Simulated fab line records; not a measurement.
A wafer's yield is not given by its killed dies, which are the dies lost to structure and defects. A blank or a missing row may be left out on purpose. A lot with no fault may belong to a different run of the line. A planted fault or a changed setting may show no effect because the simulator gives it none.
Split-lot experiment	flow gf180mcu	on a route of 602 steps: 5 lots, 23 wafers read

## THE SPLIT ITSELF
At GF_V3_PEB_12 (peb time 90 s), the setting peb-temp-c was moved away from the recipe's 135 C on 11 of the 23 wafers read, by +1.0% to +2.4%. This setting was run at the recipe's value on the other wafers.

## FROM SPLIT TO READING: 1 step shown by the file between the two
- GF_V3_DEVELOP_13: develop time 60 s

## THE READING
cd-nm, in nm, at GF_V3_CD_MEAS_14 (target cd 260 nm). On this fab line, fault-free wafers typically give 260.5 nm with a standard deviation of 1.2 nm.

wafer	tool, chamber at the split	peb-temp-c as run, C	against the recipe	cd-nm, nm	against lot-mates on the recipe
L075.1	litho-track-02, 0	138.2	+2.4%	270.5	+7.8
L075.2	litho-track-02, 0	138.2	+2.4%	269.5	+6.8
L075.3	litho-track-02, 0	135	recipe	263.0	-
L075.5	litho-track-02, 0	135	recipe	262.5	-
L075.6	litho-track-02, 0	138.2	+2.4%	269.5	+6.8
L077.1	litho-track-02, 0	135	recipe	258.6	-
L077.2	litho-track-02, 0	135	recipe	259.0	-
L077.5	litho-track-02, 0	135	recipe	259.6	-
L082.1	litho-track-01, 0	136.4	+1.0%	263.4	+2.1
L082.2	litho-track-01, 0	136.4	+1.0%	266.1	+4.8
L082.4	litho-track-01, 0	135	recipe	260.1	-
L082.5	litho-track-01, 0	135	recipe	261.1	-
L082.6	litho-track-01, 0	135	recipe	262.7	-
L083.1	litho-track-01, 0	136.8	+1.3%	263.2	+4.1
L083.2	litho-track-01, 0	135	recipe	258.8	-
L083.3	litho-track-01, 0	135	recipe	259.4	-
L083.5	litho-track-01, 0	136.8	+1.3%	262.6	+3.5
L083.6	litho-track-01, 0	136.8	+1.3%	263.2	+4.1
L084.1	litho-track-01, 0	135	recipe	259.1	-
L084.3	litho-track-01, 0	137.8	+2.1%	266.7	+7.4
L084.4	litho-track-01, 0	137.8	+2.1%	266.5	+7.2
L084.5	litho-track-01, 0	137.8	+2.1%	265.9	+6.6
L084.6	litho-track-01, 0	135	recipe	259.5	-

FIT RESULTS
A straight line over all 23 wafers: cd-nm changes by +3.45 nm for each +1% of peb-temp-c; r = +0.91; the points scatter about the line by 1.6 nm.
The same after taking each lot's own level away (the mean of its wafers on the recipe; 23 wafers): +3.14 nm for each +1%; r = +0.97; scatter 0.72 nm.
Per that fit: largest peb-temp-c move, reading shift of 7.4 nm.
The span of the lots' own levels, 259.07 to 262.75 nm, comes to 3.1 times the standard deviation stated above.
The two slopes agree, so the slope changes little with the lot-to-lot level.
Check: with one of the wafers moved furthest among these (+2.4%) left out of the fit, the line predicts +7.4 nm for it against its lot-mates. Against them it came out at +7.75 nm.

## OTHER SPLITS ON THESE WAFERS
These wafers also went through other splits before the reading. Each is held against what the fit with the lots' levels taken away leaves over:
other split on the same wafers	wafers away from the commonest value	r with cd-nm (lot level and that fit taken away)
GF_M2_EXPOSE_11 dose-mj	8	-0.09
GF_M2_METAL_ETCH_16 icp-w	10	-0.25
GF_M3_SPUTTER_00 chamber-pressure-pa	10	+0.12
GF_M3_SPUTTER_01 power-w	9	-0.03
GF_M3_COAT_09 resist-thk-nm	6	-0.05
GF_M3_PEB_12 peb-temp-c	8	-0.09

## THE WHOLE CHAIN: every reading that the file lists as answering this split, in the file's order
step	what it does	reading	change (the file's fit)	r (the file's)
GF_V3_CD_MEAS_14	target cd 260 nm	cd-nm	+3.15 nm for each +1% of the setting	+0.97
GF_V3_ETCH_16	etches BARC in N2/H2	V3.cd-nm (the simulator's own value, which no gauge read)	+3.11 nm for each +1% of the setting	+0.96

## THE FILE'S OWN FIT
cd-nm changes by +3.15 nm for each +1% of peb-temp-c, r = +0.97.
